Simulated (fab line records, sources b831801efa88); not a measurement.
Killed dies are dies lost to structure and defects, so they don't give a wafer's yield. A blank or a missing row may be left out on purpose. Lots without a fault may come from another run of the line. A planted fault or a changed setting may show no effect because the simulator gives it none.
fab line records | flow sky130
record lots=5 wafers=15 last_day=50
route steps=708 shown LDD_N@247 LDD_P@255 LDD_HVN@267 LDD_HVP@278
lots that met no fault: from a run of the same line without faults
start_h: hours from the record's first day to the start of the lot's first wafer shown | wait_h: hours since the lot's step before | " the same as in the row above | L1.1+2: a row that stands for several wafers | - no value, or no start given | * or withheld: withheld | < > ~ a bound
route shown NAME@n: a module of which the file shows steps, and the number in the route of the first | usual: mean/standard deviation of fault-free wafers | same: alike in all rows | chamber/n: place in a boat | sites: the reading at each site | _std_site: their standard deviation | _edge_site: outer sites' mean less inner sites' | radius_mm: how far each site lies from the wafer's centre | mask NAME#n: copy n | behind: the tool/chamber that last shaped the wafer | hold: why the lot was held/for how many hours/how that ended | device: the transistor (n, p or np) that didn't switch | end of line: the same wafers' tests at the end of the route | a step without rows: its recipe alone | killed: dies lost to structure and defects at the first sort, not the wafer's yield | map: a wafer's dies, x killed, . not, _ none there
set.NAME: the setting as run; set.NAME@STEP: as run at that earlier step | model.NAME: the simulator's own value behind a step, which no gauge read
lots at some steps of the route; a table a step, a row a wafer
services: from which hour (start_h, from the record's first day; less than 0 if before it) a tool's chamber was out of use, for how many hours, and why
## steps
# step SKY_LDD_N_IMPLANT_10
# recipe species=As energy_kev=20 dose_cm2=7.5e+13 tilt_deg=withheld rotation_deg=203
# usual rotation_deg=203.00/0.028
# columns lot.wafer tool chamber start_h wait_h rotation_deg
L075.2 implanter-03 0 446.14 0.1 203.03
L075.3 " 0 " " 203.04
L075.5 " 0 " " 202.98
L082.1 implanter-02 0 499.44 0.1 203.00
L082.3 " 0 " " 202.99
L082.4 " 0 " " 202.91
L085.2 implanter-04 0 520.59 0.1 203.02
L085.3 " 0 " " 203.00
L085.6 " 0 " " 203.01
L094.1 implanter-02 0 592.92 0.1 202.97
L094.5 " 0 " " 203.01
L094.6 " 0 " " 203.02
L095.2 implanter-02 0 596.67 0.1 203.03
L095.3 " 0 " " 203.01
L095.6 " 0 " " 202.96
# step SKY_LDD_N_IMPLANT_11
# recipe species=As energy_kev=20 dose_cm2=7.5e+13 tilt_deg=withheld rotation_deg=293
# usual rotation_deg=293.00/0.041
# columns lot.wafer tool chamber start_h wait_h rotation_deg
L075.2 implanter-03 0 446.29 0.1 292.91
L075.3 " 0 " " 292.98
L075.5 " 0 " " 293.01
L082.1 implanter-02 0 499.59 0.1 292.97
L082.3 " 0 " " 292.99
L082.4 " 0 " " 293.01
L085.2 implanter-04 0 520.74 0.1 293.02
L085.3 " 0 " " 292.99
L085.6 " 0 " " 293.01
L094.1 implanter-02 0 593.07 0.1 293.03
L094.5 " 0 " " 292.96
L094.6 " 0 " " 292.98
L095.2 implanter-02 0 596.82 0.1 293.07
L095.3 " 0 " " 293.10
L095.6 " 0 " " 292.99
# step SKY_LDD_N_IMPLANT_12
# recipe species=BF2 energy_kev=50 dose_cm2=5e+12 tilt_deg=30 rotation_deg=0
# usual rotation_deg=0.001/0.018
# columns lot.wafer tool chamber start_h wait_h rotation_deg
L075.2 implanter-03 0 446.44 0.1 -0.034
L075.3 " 0 " " 0.010
L075.5 " 0 " " 0.001
L082.1 implanter-02 0 499.74 0.1 0.019
L082.3 " 0 " " -0.014
L082.4 " 0 " " -0.013
L085.2 implanter-04 0 520.89 0.1 0.034
L085.3 " 0 " " 0.010
L085.6 " 0 " " 0.022
L094.1 implanter-02 0 593.22 0.1 0.012
L094.5 " 0 " " 0.006
L094.6 " 0 " " 0.019
L095.2 implanter-02 0 596.97 0.1 0.015
L095.3 " 0 " " 0.018
L095.6 " 0 " " 0.031
# step SKY_LDD_N_IMPLANT_13
# recipe species=BF2 energy_kev=50 dose_cm2=5e+12 tilt_deg=30 rotation_deg=90
# usual rotation_deg=89.999/0.021
# columns lot.wafer tool chamber start_h wait_h rotation_deg
L075.2 implanter-03 0 446.59 0.1 89.981
L075.3 " 0 " " 89.994
L075.5 " 0 " " 89.998
L082.1 implanter-02 0 499.89 0.1 89.979
L082.3 " 0 " " 90.014
L082.4 " 0 " " 89.995
L085.2 implanter-04 0 521.04 0.1 89.962
L085.3 " 0 " " 90.005
L085.6 " 0 " " 89.999
L094.1 implanter-02 0 593.37 0.1 90.017
L094.5 " 0 " " 90.004
L094.6 " 0 " " 90.047
L095.2 implanter-02 0 597.12 0.1 90.029
L095.3 " 0 " " 90.025
L095.6 " 0 " " 90.025
# step SKY_LDD_N_IMPLANT_14
# recipe species=BF2 energy_kev=50 dose_cm2=5e+12 tilt_deg=30 rotation_deg=180
# usual rotation_deg=180.00/0.029
# columns lot.wafer tool chamber start_h wait_h rotation_deg
L075.2 implanter-03 0 446.74 0.1 180.03
L075.3 " 0 " " 180.00
L075.5 " 0 " " 179.98
L082.1 implanter-02 0 500.04 0.1 180.04
L082.3 " 0 " " 180.04
L082.4 " 0 " " 180.03
L085.2 implanter-04 0 521.19 0.1 180.04
L085.3 " 0 " " 180.02
L085.6 " 0 " " 180.01
L094.1 implanter-02 0 593.52 0.1 179.98
L094.5 " 0 " " 180.02
L094.6 " 0 " " 180.03
L095.2 implanter-02 0 597.27 0.1 180.03
L095.3 " 0 " " 180.08
L095.6 " 0 " " 180.01
# step SKY_LDD_N_IMPLANT_15
# recipe species=BF2 energy_kev=50 dose_cm2=5e+12 tilt_deg=30 rotation_deg=270
# usual rotation_deg=270.00/0.039
# columns lot.wafer tool chamber start_h wait_h rotation_deg
L075.2 implanter-03 0 446.89 0.1 269.97
L075.3 " 0 " " 269.99
L075.5 " 0 " " 269.98
L082.1 implanter-02 0 500.19 0.1 269.99
L082.3 " 0 " " 270.07
L082.4 " 0 " " 270.02
L085.2 implanter-04 0 521.34 0.1 269.92
L085.3 " 0 " " 269.97
L085.6 " 0 " " 269.99
L094.1 implanter-02 0 593.67 0.1 270.14
L094.5 " 0 " " 269.92
L094.6 " 0 " " 270.00
L095.2 implanter-02 0 597.42 0.1 270.02
L095.3 " 0 " " 270.01
L095.6 " 0 " " 270.03
# step SKY_LDD_N_STRIP_16
# recipe chemistry=O2/N2 power_w=1400 pressure_mtorr=1500 platen_temp_c=withheld o2_flow_sccm=3000 n2_flow_sccm=300 overash_fraction=0.5
# usual chamber_pressure_mTorr=1500/3.3 drypump_motor_current_A=5.8/0.48 oes_product_au=0.406/0.0047 strip_time_to_endpoint_s=4.317/0.012
# columns lot.wafer tool chamber start_h wait_h chamber_pressure_mTorr drypump_motor_current_A oes_product_au rf_hours_counter_h strip_time_to_endpoint_s
L075.2 plasma_asher-04 0 447.02 0.1 1499 6.4 0.418 2 4.307
L075.3 " 1 " " 1497 6.0 0.403 - 4.302
L075.5 " 1 " " 1501 6.0 0.408 - 4.305
L082.1 plasma_asher-02 1 500.34 0.1 1501 5.2 0.412 38 4.326
L082.3 " 0 " " 1502 5.2 0.404 - 4.323
L082.4 " 1 " " 1500 5.2 0.411 - 4.303
L085.2 plasma_asher-02 1 521.47 0.1 1501 5.2 0.408 40 4.322
L085.3 " 1 " " 1504 5.2 0.398 - 4.317
L085.6 " 0 " " 1499 5.2 0.410 - 4.347
L094.1 plasma_asher-04 0 593.82 0.1 1500 6.4 0.405 17 4.311
L094.5 " 1 " " 1500 6.1 0.404 - 4.320
L094.6 " 0 " " 1501 6.4 0.411 - 4.315
L095.2 plasma_asher-04 0 597.54 0.1 1500 6.4 0.405 18 4.319
L095.3 " 0 " " 1500 6.3 0.403 - 4.317
L095.6 " 1 " " 1503 6.1 0.399 - 4.330
# step SKY_LDD_N_TW_MEAS_17
# usual LDD_N_TW=2598/27
# columns lot.wafer tool chamber start_h wait_h LDD_N_TW
L075.2 film_metro-03 - 447.13 0.1 2604
L075.3 " - " " 2608
L075.5 " - " " 2596
L082.1 film_metro-04 - 500.44 0.1 2618
L082.3 " - " " 2612
L082.4 " - " " 2612
L085.2 film_metro-04 - 521.58 0.1 2636
L085.3 " - " " 2617
L085.6 " - " " 2622
L094.1 film_metro-03 - 593.92 0.1 2603
L094.5 " - " " 2618
L094.6 " - " " 2599
L095.2 film_metro-04 - 597.65 0.1 2625
L095.3 " - " " 2603
L095.6 " - " " 2608
# step SKY_LDD_P_DEHYDRATE_00
# recipe temp_c=200 time_s=60
# usual heater_power_total_W=160.36/0.14
# columns lot.wafer tool chamber start_h wait_h heater_power_total_W
L075.2 litho_track-04 0 462.25 15.1 160.26
L075.3 " 0 " " 160.26
L075.5 " 0 " " 160.30
L082.1 litho_track-01 0 514.83 14.4 160.16
L082.3 " 0 " " 160.51
L082.4 " 0 " " 160.24
L085.2 litho_track-04 0 535.69 14.1 160.28
L085.3 " 0 " " 160.21
L085.6 " 0 " " 160.14
L094.1 litho_track-03 0 607.86 13.9 160.49
L094.5 " 0 " " 160.37
L094.6 " 0 " " 160.39
L095.2 litho_track-01 0 612.66 15.0 160.16
L095.3 " 0 " " 160.34
L095.6 " 0 " " 160.41
# step SKY_LDD_P_HMDS_01
# recipe prime_time_s=60 prime_temp_c=120
# columns lot.wafer tool chamber start_h wait_h
L075.2+3+5 litho_track-04 0 462.40 0.1
L082.1+3+4 litho_track-01 0 514.98 0.1
L085.2+3+6 litho_track-04 0 535.84 0.1
L094.1+5+6 litho_track-03 0 608.01 0.1
L095.2+3+6 litho_track-01 0 612.81 0.1
# step SKY_LDD_P_COAT_02
# recipe resist=NOVOLAK spin_rpm=3000 resist_thk_nm=1140
# columns lot.wafer tool chamber start_h wait_h
L075.2+3+5 litho_track-04 0 462.55 0.1
L082.1+3+4 litho_track-01 0 515.13 0.1
L085.2+3+6 litho_track-04 0 535.99 0.1
L094.1+5+6 litho_track-03 0 608.16 0.1
L095.2+3+6 litho_track-01 0 612.96 0.1
# step SKY_LDD_P_SOFTBAKE_03
# recipe temp_c=90 time_s=60 resist=NOVOLAK
# usual heater_power_total_W=56.60/0.047
# columns lot.wafer tool chamber start_h wait_h heater_power_total_W
L075.2 litho_track-04 0 462.70 0.1 56.61
L075.3 " 0 " " 56.60
L075.5 " 0 " " 56.65
L082.1 litho_track-01 0 515.28 0.1 56.56
L082.3 " 0 " " 56.55
L082.4 " 0 " " 56.55
L085.2 litho_track-04 0 536.14 0.1 56.62
L085.3 " 0 " " 56.54
L085.6 " 0 " " 56.59
L094.1 litho_track-03 0 608.31 0.1 56.55
L094.5 " 0 " " 56.57
L094.6 " 0 " " 56.60
L095.2 litho_track-01 0 613.11 0.1 56.66
L095.3 " 0 " " 56.52
L095.6 " 0 " " 56.63
# step SKY_LDD_P_EXPOSE_04
# recipe mask_id=PSDM na=0.6 source_shape=conventional sigma_outer=0.6 polarization=unpolarized target_cd_nm=380 dose_mj=138
# same sigma_outer=0.6
# columns lot.wafer tool chamber start_h wait_h mask
L075.2+3+5 iline_stepper-01 0 - - PSDM#0
L082.1+3+4 iline_stepper-02 0 - - PSDM#0
L085.2+3+6 iline_stepper-02 0 - - PSDM#0
L094.1+5+6 iline_stepper-02 0 - - PSDM#0
L095.2+3+6 iline_stepper-01 0 - - PSDM#0
# step SKY_LDD_P_PEB_05
# recipe temp_c=withheld time_s=* resist=NOVOLAK
# columns lot.wafer tool chamber start_h wait_h
L075.2+3+5 litho_track-01 0 - -
L082.1+3+4 litho_track-03 0 - -
L085.2+3+6 litho_track-04 0 - -
L094.1+5+6 litho_track-03 0 - -
L095.2+3+6 litho_track-01 0 - -
# step SKY_LDD_P_DEVELOP_06
# recipe resist=NOVOLAK developer=TMAH develop_time_s=60 dev_temp_c=23
# columns lot.wafer tool chamber start_h wait_h
L075.2+3+5 litho_track-01 0 478.01 0.1
L082.1+3+4 litho_track-03 0 530.21 0.1
L085.2+3+6 litho_track-04 0 551.49 0.1
L094.1+5+6 litho_track-03 0 622.81 0.1
L095.2+3+6 litho_track-01 0 627.26 0.1
# step SKY_LDD_P_CD_MEAS_07
# recipe target_cd_nm=380
# usual cd_nm=379.7/3
# columns lot.wafer tool chamber start_h wait_h cd_nm
L075.2 cd_sem-02 - 478.15 0.1 378.6
L075.3 " - " " 380.9
L075.5 " - " " 379.5
L082.1 cd_sem-02 - 530.36 0.1 383.0
L082.3 " - " " 381.9
L082.4 " - " " 383.1
L085.2 cd_sem-02 - 551.64 0.1 381.8
L085.3 " - " " 381.6
L085.6 " - " " 378.9
L094.1 cd_sem-02 - 622.96 0.1 378.3
L094.5 " - " " 379.2
L094.6 " - " " 377.8
L095.2 cd_sem-01 - 627.40 0.1 387.6
L095.3 " - " " 386.9
L095.6 " - " " 384.8
# step SKY_LDD_P_OVL_MEAS_08
# usual LDD_P_OVL=-0.3/1.2
# columns lot.wafer tool chamber start_h wait_h LDD_P_OVL[nm]
L075.2 overlay-01 - 478.26 0.1 0.6
L075.3 " - " " -0.7
L075.5 " - " " -0.9
L082.1 overlay-02 - 530.48 0.1 -0.3
L082.3 " - " " -1.7
L082.4 " - " " -0.4
L085.2 overlay-02 - 551.75 0.1 -0.8
L085.3 " - " " -0.3
L085.6 " - " " -0.1
L094.1 overlay-02 - 623.08 0.1 0.3
L094.5 " - " " 3.4
L094.6 " - " " 2.2
L095.2 overlay-02 - 627.51 0.1 0.3
L095.3 " - " " -0.7
L095.6 " - " " 0.8
# step SKY_LDD_P_IMPLANT_09
# recipe species=BF2 energy_kev=25 dose_cm2=1e+13 tilt_deg=withheld
# columns lot.wafer tool chamber start_h wait_h
L075.2+3+5 implanter-02 0 478.31 0.0
L082.1+3+4 implanter-04 0 530.51 0.0
L085.2+3+6 implanter-04 0 551.80 0.0
L094.1+5+6 implanter-02 0 623.11 0.0
L095.2+3+6 implanter-04 0 627.56 0.0
# step SKY_LDD_P_STRIP_10
# recipe chemistry=O2/N2 power_w=1400 pressure_mtorr=1500 platen_temp_c=withheld o2_flow_sccm=3000 n2_flow_sccm=300 overash_fraction=0.5
# usual chamber_pressure_mTorr=1500.0/1.3 drypump_motor_current_A=5.6/0.46 oes_product_au=0.715/0.0044 strip_time_to_endpoint_s=14.17/0.044
# columns lot.wafer tool chamber start_h wait_h chamber_pressure_mTorr drypump_motor_current_A oes_product_au rf_hours_counter_h strip_time_to_endpoint_s
L075.2 plasma_asher-03 1 478.44 0.1 1500.5 6.1 0.712 67 14.18
L075.3 " 0 " " 1498.2 6.1 0.717 - 14.20
L075.5 " 0 " " 1499.0 6.1 0.720 - 14.17
L082.1 plasma_asher-02 1 530.66 0.1 1501.1 5.2 0.713 41 14.08
L082.3 " 1 " " 1499.3 5.2 0.712 - 14.10
L082.4 " 0 " " 1499.2 5.1 0.715 - 14.18
L085.2 plasma_asher-03 1 551.93 0.1 1497.9 6.1 0.716 74 14.24
L085.3 " 1 " " 1501.5 6.1 0.708 - 14.20
L085.6 " 0 " " 1499.4 6.0 0.720 - 14.26
L094.1 plasma_asher-01 1 623.26 0.1 1502.5 6.3 0.725 76 14.17
L094.5 " 1 " " 1501.0 6.3 0.721 - 14.16
L094.6 " 0 " " 1499.5 5.2 0.713 - 14.22
L095.2 plasma_asher-02 0 627.69 0.1 1500.4 5.2 0.716 52 14.09
L095.3 " 0 " " 1502.1 5.2 0.708 - 14.13
L095.6 " 1 " " 1500.9 5.2 0.711 - 14.15
# step SKY_LDD_P_TW_MEAS_11
# usual LDD_P_TW=632/6.5
# columns lot.wafer tool chamber start_h wait_h LDD_P_TW
L075.2 film_metro-02 - 478.55 0.1 637
L075.3 " - " " 638
L075.5 " - " " 636
L082.1 film_metro-02 - 530.76 0.1 627
L082.3 " - " " 629
L082.4 " - " " 629
L085.2 film_metro-03 - 552.04 0.1 636
L085.3 " - " " 638
L085.6 " - " " 637
L094.1 film_metro-01 - 623.36 0.1 620
L094.5 " - " " 622
L094.6 " - " " 621
L095.2 film_metro-03 - 627.80 0.1 637
L095.3 " - " " 637
L095.6 " - " " 641
# step SKY_LDD_HVN_DEHYDRATE_00
# recipe temp_c=200 time_s=60
# usual heater_power_total_W=160.36/0.12
# columns lot.wafer tool chamber start_h wait_h heater_power_total_W
L075.2 litho_track-04 0 493.75 15.2 160.21
L075.3 " 0 " " 160.41
L075.5 " 0 " " 160.44
L082.1 litho_track-04 0 545.32 14.5 160.27
L082.3 " 0 " " 160.23
L082.4 " 0 " " 160.56
L085.2 litho_track-02 0 565.71 13.7 160.35
L085.3 " 0 " " 160.25
L085.6 " 0 " " 160.40
L094.1 litho_track-02 0 637.08 13.7 160.63
L094.5 " 0 " " 160.27
L094.6 " 0 " " 160.47
L095.2 litho_track-01 0 642.56 14.7 160.52
L095.3 " 0 " " 160.21
L095.6 " 0 " " 160.40
# step SKY_LDD_HVN_HMDS_01
# recipe prime_time_s=60 prime_temp_c=120
# columns lot.wafer tool chamber start_h wait_h
L075.2+3+5 litho_track-04 0 493.90 0.1
L082.1+3+4 litho_track-04 0 545.47 0.1
L085.2+3+6 litho_track-02 0 565.86 0.1
L094.1+5+6 litho_track-02 0 637.23 0.1
L095.2+3+6 litho_track-01 0 642.71 0.1
# step SKY_LDD_HVN_COAT_02
# recipe resist=NOVOLAK spin_rpm=3000 resist_thk_nm=300
# columns lot.wafer tool chamber start_h wait_h
L075.2+3+5 litho_track-04 0 494.05 0.1
L082.1+3+4 litho_track-04 0 545.62 0.1
L085.2+3+6 litho_track-02 0 566.01 0.1
L094.1+5+6 litho_track-02 0 637.38 0.1
L095.2+3+6 litho_track-01 0 642.86 0.1
# step SKY_LDD_HVN_SOFTBAKE_03
# recipe temp_c=90 time_s=60 resist=NOVOLAK
# usual heater_power_total_W=56.60/0.045
# columns lot.wafer tool chamber start_h wait_h heater_power_total_W
L075.2 litho_track-04 0 494.20 0.1 56.57
L075.3 " 0 " " 56.48
L075.5 " 0 " " 56.69
L082.1 litho_track-04 0 545.77 0.1 56.66
L082.3 " 0 " " 56.60
L082.4 " 0 " " 56.65
L085.2 litho_track-02 0 566.16 0.1 56.60
L085.3 " 0 " " 56.52
L085.6 " 0 " " 56.65
L094.1 litho_track-02 0 637.53 0.1 56.60
L094.5 " 0 " " 56.64
L094.6 " 0 " " 56.57
L095.2 litho_track-01 0 643.01 0.1 56.66
L095.3 " 0 " " 56.57
L095.6 " 0 " " 56.62
# step SKY_LDD_HVN_EXPOSE_04
# recipe mask_id=HVNTM na=0.6 source_shape=conventional sigma_outer=0.6 polarization=unpolarized target_cd_nm=700 dose_mj=127
# same sigma_outer=0.6
# columns lot.wafer tool chamber start_h wait_h mask
L075.2+3+5 iline_stepper-01 0 - - HVNTM#0
L082.1+3+4 iline_stepper-01 0 - - HVNTM#0
L085.2+3+6 iline_stepper-01 0 - - HVNTM#0
L094.1+5+6 iline_stepper-02 0 - - HVNTM#0
L095.2+3+6 iline_stepper-02 0 - - HVNTM#0
# step SKY_LDD_HVN_PEB_05
# recipe temp_c=withheld time_s=* resist=NOVOLAK
# columns lot.wafer tool chamber start_h wait_h
L075.2+3+5 litho_track-01 0 - -
L082.1+3+4 litho_track-04 0 - -
L085.2+3+6 litho_track-01 0 - -
L094.1+5+6 litho_track-02 0 - -
L095.2+3+6 litho_track-02 0 - -
# step SKY_LDD_HVN_DEVELOP_06
# recipe resist=NOVOLAK developer=TMAH develop_time_s=60 dev_temp_c=23
# columns lot.wafer tool chamber start_h wait_h
L075.2+3+5 litho_track-01 0 509.31 0.1
L082.1+3+4 litho_track-04 0 560.27 0.1
L085.2+3+6 litho_track-01 0 581.56 0.1
L094.1+5+6 litho_track-02 0 652.33 0.1
L095.2+3+6 litho_track-02 0 656.31 0.1
# step SKY_LDD_HVN_OVL_MEAS_07
# usual LDD_HVN_OVL=0.0/1.4
# columns lot.wafer tool chamber start_h wait_h LDD_HVN_OVL[nm]
L075.2 overlay-02 - 509.44 0.1 -0.8
L075.3 " - " " -2.0
L075.5 " - " " -2.0
L082.1 overlay-02 - 560.42 0.1 0.0
L082.3 " - " " -1.9
L082.4 " - " " -0.6
L085.2 overlay-02 - 581.69 0.1 0.0
L085.3 " - " " 0.4
L085.6 " - " " 0.2
L094.1 overlay-01 - 652.48 0.1 0.4
L094.5 " - " " 1.0
L094.6 " - " " 1.3
L095.2 overlay-02 - 656.44 0.1 0.3
L095.3 " - " " 1.0
L095.6 " - " " 0.2
# step SKY_LDD_HVN_IMPLANT_08
# recipe species=P energy_kev=60 dose_cm2=3e+13 tilt_deg=40
# columns lot.wafer tool chamber start_h wait_h
L075.2+3+5 implanter-03 0 509.49 0.0
L082.1+3+4 implanter-01 0 560.46 0.0
L085.2+3+6 implanter-04 0 581.74 0.0
L094.1+5+6 implanter-01 0 652.52 0.0
L095.2+3+6 implanter-03 0 656.49 0.0
# step SKY_LDD_HVN_STRIP_09
# recipe chemistry=O2/N2 power_w=1400 pressure_mtorr=1500 platen_temp_c=withheld o2_flow_sccm=3000 n2_flow_sccm=300 overash_fraction=0.5
# usual chamber_pressure_mTorr=1499.9/1.3 drypump_motor_current_A=5.9/0.5 oes_product_au=0.408/0.0044 strip_time_to_endpoint_s=4.133/0.014
# columns lot.wafer tool chamber start_h wait_h chamber_pressure_mTorr drypump_motor_current_A oes_product_au rf_hours_counter_h strip_time_to_endpoint_s
L075.2 plasma_asher-04 0 509.62 0.1 1500.6 6.3 0.409 8 4.136
L075.3 " 0 " " 1497.3 6.3 0.404 - 4.156
L075.5 " 0 " " 1500.1 6.3 0.407 - 4.135
L082.1 plasma_asher-04 1 560.61 0.1 1498.8 6.0 0.405 13 4.100
L082.3 " 0 " " 1499.5 6.4 0.411 - 4.116
L082.4 " 1 " " 1499.6 6.1 0.412 - 4.138
L085.2 plasma_asher-04 1 581.87 0.1 1501.9 6.0 0.400 15 4.136
L085.3 " 1 " " 1499.3 6.0 0.410 - 4.129
L085.6 " 1 " " 1501.3 6.0 0.411 - 4.152
L094.1 plasma_asher-02 0 652.67 0.1 1502.4 5.2 0.411 55 4.128
L094.5 " 0 " " 1498.2 5.2 0.407 - 4.128
L094.6 " 1 " " 1501.6 5.2 0.414 - 4.145
L095.2 plasma_asher-04 0 656.62 0.1 1500.7 6.4 0.409 24 4.138
L095.3 " 0 " " 1500.4 6.3 0.408 - 4.145
L095.6 " 1 " " 1500.2 6.0 0.406 - 4.121
# step SKY_LDD_HVN_TW_MEAS_10
# usual LDD_HVN_TW=1435/19
# columns lot.wafer tool chamber start_h wait_h LDD_HVN_TW
L075.2 film_metro-04 - 509.73 0.1 1457
L075.3 " - " " 1453
L075.5 " - " " 1455
L082.1 film_metro-04 - 560.71 0.1 1444
L082.3 " - " " 1449
L082.4 " - " " 1456
L085.2 film_metro-04 - 581.98 0.1 1445
L085.3 " - " " 1442
L085.6 " - " " 1454
L094.1 film_metro-04 - 652.77 0.1 1450
L094.5 " - " " 1452
L094.6 " - " " 1450
L095.2 film_metro-01 - 656.73 0.1 1403
L095.3 " - " " 1406
L095.6 " - " " 1389
# step SKY_LDD_HVP_DEHYDRATE_00
# recipe temp_c=200 time_s=60
# usual heater_power_total_W=160.39/0.13
# columns lot.wafer tool chamber start_h wait_h heater_power_total_W
L075.2 litho_track-03 0 525.03 15.3 160.46
L075.3 " 0 " " 160.58
L075.5 " 0 " " 160.26
L082.1 litho_track-02 0 574.93 14.2 160.50
L082.3 " 0 " " 160.56
L082.4 " 0 " " 160.44
L085.2 litho_track-02 0 595.86 13.9 160.60
L085.3 " 0 " " 160.40
L085.6 " 0 " " 160.48
L094.1 litho_track-04 0 665.32 12.5 160.26
L094.5 " 0 " " 160.59
L094.6 " 0 " " 160.15
L095.2 litho_track-03 0 670.68 13.9 160.46
L095.3 " 0 " " 160.41
L095.6 " 0 " " 160.39
# step SKY_LDD_HVP_HMDS_01
# recipe prime_time_s=60 prime_temp_c=120
# columns lot.wafer tool chamber start_h wait_h
L075.2+3+5 litho_track-03 0 525.18 0.1
L082.1+3+4 litho_track-02 0 575.08 0.1
L085.2+3+6 litho_track-02 0 596.01 0.1
L094.1+5+6 litho_track-04 0 665.47 0.1
L095.2+3+6 litho_track-03 0 670.83 0.1
# step SKY_LDD_HVP_COAT_02
# recipe resist=NOVOLAK spin_rpm=3000 resist_thk_nm=300
# columns lot.wafer tool chamber start_h wait_h
L075.2+3+5 litho_track-03 0 525.33 0.1
L082.1+3+4 litho_track-02 0 575.23 0.1
L085.2+3+6 litho_track-02 0 596.16 0.1
L094.1+5+6 litho_track-04 0 665.62 0.1
L095.2+3+6 litho_track-03 0 670.98 0.1
# step SKY_LDD_HVP_SOFTBAKE_03
# recipe temp_c=90 time_s=60 resist=NOVOLAK
# usual heater_power_total_W=56.59/0.046
# columns lot.wafer tool chamber start_h wait_h heater_power_total_W
L075.2 litho_track-03 0 525.48 0.1 56.53
L075.3 " 0 " " 56.54
L075.5 " 0 " " 56.51
L082.1 litho_track-02 0 575.38 0.1 56.64
L082.3 " 0 " " 56.64
L082.4 " 0 " " 56.54
L085.2 litho_track-02 0 596.31 0.1 56.63
L085.3 " 0 " " 56.60
L085.6 " 0 " " 56.61
L094.1 litho_track-04 0 665.77 0.1 56.59
L094.5 " 0 " " 56.60
L094.6 " 0 " " 56.52
L095.2 litho_track-03 0 671.13 0.1 56.57
L095.3 " 0 " " 56.67
L095.6 " 0 " " 56.57
# step SKY_LDD_HVP_EXPOSE_04
# recipe mask_id=HVPTM na=0.6 source_shape=conventional sigma_outer=0.6 polarization=unpolarized target_cd_nm=700 dose_mj=86
# same sigma_outer=0.6
# columns lot.wafer tool chamber start_h wait_h mask
L075.2+3+5 iline_stepper-01 0 - - HVPTM#0
L082.1+3+4 iline_stepper-01 0 - - HVPTM#0
L085.2+3+6 iline_stepper-02 0 - - HVPTM#0
L094.1+5+6 iline_stepper-02 0 - - HVPTM#0
L095.2+3+6 iline_stepper-02 0 - - HVPTM#0
# step SKY_LDD_HVP_PEB_05
# recipe temp_c=withheld time_s=* resist=NOVOLAK
# columns lot.wafer tool chamber start_h wait_h
L075.2+3+5 litho_track-03 0 - -
L082.1+3+4 litho_track-03 0 - -
L085.2+3+6 litho_track-02 0 - -
L094.1+5+6 litho_track-02 0 - -
L095.2+3+6 litho_track-03 0 - -
# step SKY_LDD_HVP_DEVELOP_06
# recipe resist=NOVOLAK developer=TMAH develop_time_s=60 dev_temp_c=23
# columns lot.wafer tool chamber start_h wait_h
L075.2+3+5 litho_track-03 0 540.38 0.1
L082.1+3+4 litho_track-03 0 590.26 0.1
L085.2+3+6 litho_track-02 0 611.91 0.1
L094.1+5+6 litho_track-02 0 680.93 0.1
L095.2+3+6 litho_track-03 0 684.98 0.1
# step SKY_LDD_HVP_OVL_MEAS_07
# usual LDD_HVP_OVL=0.3/1.3
# columns lot.wafer tool chamber start_h wait_h LDD_HVP_OVL[nm]
L075.2 overlay-02 - 540.51 0.1 -1.3
L075.3 " - " " 1.0
L075.5 " - " " 1.7
L082.1 overlay-02 - 590.41 0.1 1.0
L082.3 " - " " 2.4
L082.4 " - " " 1.0
L085.2 overlay-02 - 612.04 0.1 -0.6
L085.3 " - " " -0.9
L085.6 " - " " 0.1
L094.1 overlay-01 - 681.08 0.1 3.2
L094.5 " - " " 1.6
L094.6 " - " " 1.7
L095.2 overlay-02 - 685.11 0.1 -1.8
L095.3 " - " " 1.1
L095.6 " - " " -1.0
# step SKY_LDD_HVP_IMPLANT_08
# recipe species=B energy_kev=20 dose_cm2=1.7e+13 tilt_deg=17.9
# columns lot.wafer tool chamber start_h wait_h
L075.2+3+5 implanter-03 0 540.57 0.0
L082.1+3+4 implanter-02 0 590.44 0.0
L085.2+3+6 implanter-03 0 612.09 0.0
L094.1+5+6 implanter-02 0 681.12 0.0
L095.2+3+6 implanter-03 0 685.17 0.0
# step SKY_LDD_HVP_STRIP_09
# recipe chemistry=O2/N2 power_w=1400 pressure_mtorr=1500 platen_temp_c=withheld o2_flow_sccm=3000 n2_flow_sccm=300 overash_fraction=0.5
# usual chamber_pressure_mTorr=1500.1/1.4 drypump_motor_current_A=6.0/0.38 oes_product_au=0.408/0.0049 strip_time_to_endpoint_s=4.140/0.013
# columns lot.wafer tool chamber start_h wait_h chamber_pressure_mTorr drypump_motor_current_A oes_product_au rf_hours_counter_h strip_time_to_endpoint_s
L075.2 plasma_asher-01 0 540.69 0.1 1502.5 5.3 0.415 70 4.141
L075.3 " 1 " " 1500.3 6.3 0.408 - 4.145
L075.5 " 1 " " 1500.4 6.3 0.408 - 4.125
L082.1 plasma_asher-04 0 590.59 0.1 1500.4 6.4 0.406 16 4.124
L082.3 " 0 " " 1500.1 6.3 0.416 - 4.136
L082.4 " 1 " " 1502.0 6.0 0.413 - 4.170
L085.2 plasma_asher-04 1 612.22 0.1 1502.5 6.1 0.404 19 4.135
L085.3 " 1 " " 1500.4 6.0 0.409 - 4.145
L085.6 " 0 " " 1502.1 6.4 0.410 - 4.142
L094.1 plasma_asher-03 1 681.27 0.1 1500.6 6.1 0.409 87 4.177
L094.5 " 0 " " 1502.1 6.1 0.416 - 4.157
L094.6 " 1 " " 1500.2 6.1 0.412 - 4.152
L095.2 plasma_asher-03 0 685.29 0.1 1500.0 6.0 0.414 87 4.134
L095.3 " 1 " " 1498.6 6.1 0.404 - 4.155
L095.6 " 0 " " 1499.8 6.0 0.409 - 4.164
## services
# columns tool chamber start_h hours kind
implanter-03 - 440.16 3.5 repair
implanter-04 - 455.21 2.7 pm
implanter-04 - 459.36 8.4 pm
plasma_asher-02 - 461.76 15.6 pm
plasma_asher-04 - 484.92 3.6 repair
iline_stepper-02 - 495.21 2.1 pm
iline_stepper-01 - 497.29 1.7 pm
implanter-02 - 503.27 4.2 repair
implanter-04 - 513.97 1.3 repair
iline_stepper-01 - 516.70 3.9 repair
implanter-03 - 526.11 3.6 pm
implanter-04 - 526.58 1.1 repair
implanter-02 - 539.30 20.2 pm
iline_stepper-02 - 545.23 1.6 repair
plasma_asher-02 - 560.29 1.4 repair
iline_stepper-02 - 568.31 1.7 pm
plasma_asher-04 - 570.40 2.8 pm
plasma_asher-02 - 577.52 5.0 repair
implanter-02 - 578.55 3.1 repair
iline_stepper-01 - 603.98 4.9 repair
implanter-02 - 607.86 4.4 pm
implanter-02 - 651.54 0.8 repair
implanter-03 - 658.18 2.4 repair
implanter-03 - 663.04 5.4 repair
## key
fault none
